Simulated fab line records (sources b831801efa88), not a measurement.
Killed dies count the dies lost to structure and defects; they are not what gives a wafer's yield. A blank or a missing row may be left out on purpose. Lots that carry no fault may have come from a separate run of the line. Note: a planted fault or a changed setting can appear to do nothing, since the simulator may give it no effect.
A struck lot beside a sound one	flow sky130	15 steps out of a route of 708
Sound: the wafers L945.1, L945.5, L945.6. Struck: wafers L949.3, L949.5, L949.6. The cause is given at the end.
Order at every step that has rows: each side's tool, ch and its chambers, its first start. Under that, the readings that differ: sound wafers	struck wafers	difference of the means	sigmas: that difference in standard deviations of wafers without a fault.
alike: a reading whose means differ by less than 2 such deviations, as well as words and numbers matching on both sides. not compared: withheld readings; readings where some wafer has no value; bounds like >300 that might hide an equal value; numbers whose values overlap and for which the record gives no deviation.
A row with sigmas, a row that says differs or no value, or rows on one side alone: a step with any of these is where the two part. Numbers that don't overlap but have no deviation are shown without sigmas and don't part them. A reading that every wafer of one side lacks parts them only if that side has two wafers or more.

first, 6 steps without rows for these wafers: SKY_GATE_OXIDE_HMDS_04 (prime time 60 s); SKY_GATE_OXIDE_COAT_05 (resist thk 1140 nm); SKY_GATE_OXIDE_SOFTBAKE_06 (time 60 s); SKY_GATE_OXIDE_EXPOSE_07 (exposes mask LVOM, target cd 600 nm); SKY_GATE_OXIDE_PEB_08; SKY_GATE_OXIDE_DEVELOP_09 (develop time 60 s).
SKY_GATE_OXIDE_OVL_MEAS_10:
  sound on overlay-02 at day 14 12:47; struck on overlay-01 at day 16 07:28
  alike: GATE_OXIDE_OVL
then, 2 steps without rows for these wafers: SKY_GATE_OXIDE_IMPLANT_11; SKY_GATE_OXIDE_WET_ETCH_12 (etches SiO2 in dHF, target depth 16.8 nm, time 336 s).
SKY_GATE_OXIDE_STRIP_13: strips in O2/N2.
  sound on plasmaAsher-01 ch 0,1, day 14 13:05; struck on plasmaAsher-01 ch 0,1, day 16 07:46
  alike: chamberPressureMTorr, drypumpMotorCurrentA, oesProductAu, stripTimeToEndpointS
  not compared: rfHoursCounterH
SKY_GATE_OXIDE_TW_MEAS_14:
  sound on filmMetro-04 at day 14 13:11; struck on filmMetro-02 at day 16 07:52
  alike: GATE_OXIDE_TW
then, 1 step without rows for these wafers: SKY_GATE_OXIDE_CLEAN_15 (cleans in SC1/SC2, time 150 s).
SKY_GATE_OXIDE_OXIDATION_16: stabilise 600 s, purge 300 s, target thk 3.57 nm.
  sound on furnace-01 ch 0, day 14 15:25; struck on furnace-01 ch 0, day 16 14:36
reading	sound	struck	difference	sigmas
stabiliseS (s)	600 600 600	5400 5400 5400	+4800	
  alike: spikeTcUpperC
then, 1 step without rows for these wafers: SKY_POLY_GATE_CVD_00 (deposits poly-Si, target thk 180 nm, time 720 s).
-- a jump in the record: the struck wafers' starts before and after are 32 days apart (it breaks off in module POLY_GATE and resumes in module PAD_OPEN, where the first step shown is number 708 of the route) --
SKY_PAD_OPEN_PROBE_99:
  sound on prober-01 at day 46 09:55; struck on prober-01 at day 48 04:15
reading	sound	struck	difference	sigmas
model.etest.pfet_01v8_mvt.offLog10AUm	-10.73 -10.85 -10.82	-11.03 -11.08 -11.12	-0.28	
model.etest.pfet_01v8_lvt.offLog10AUm	-8.667 -8.753 -8.748	-8.883 -8.918 -8.818	-0.150	
model.etest.pfet_01v8_mvt.vtSatV (V)	-0.5719 -0.568 -0.5748	-0.5934 -0.5984 -0.5976	-0.0249	
model.etest.pfet_01v8_mvt.vtV (V)	-0.661 -0.658 -0.6593	-0.6781 -0.6814 -0.6845	-0.0219	
model.etest.pfet_01v8_mvt.vtLongV (V)	-0.8659 -0.869 -0.869	-0.8829 -0.8857 -0.8885	-0.0177	
model.etest.pfet_01v8_lvt.vtV (V)	-0.5218 -0.5213 -0.5232	-0.5522 -0.5582 -0.5552	-0.0331	
model.etest.pfet_01v8_lvt.vtSatV (V)	-0.4303 -0.4253 -0.4337	-0.4592 -0.4616 -0.4604	-0.0306	
model.etest.pfet_01v8_lvt.vtLongV (V)	-0.641 -0.6414 -0.6439	-0.6723 -0.6731 -0.6738	-0.0310	
  alike: killed_at_M0_to_M3, killed_at_M4_up, killedAtContacts, killedAtFrontEnd, killedAtOther, killedDies, killedOpen, killedShort

## WHERE THEY PART
Nowhere in this record.

WHY: what had been put in by the simulator
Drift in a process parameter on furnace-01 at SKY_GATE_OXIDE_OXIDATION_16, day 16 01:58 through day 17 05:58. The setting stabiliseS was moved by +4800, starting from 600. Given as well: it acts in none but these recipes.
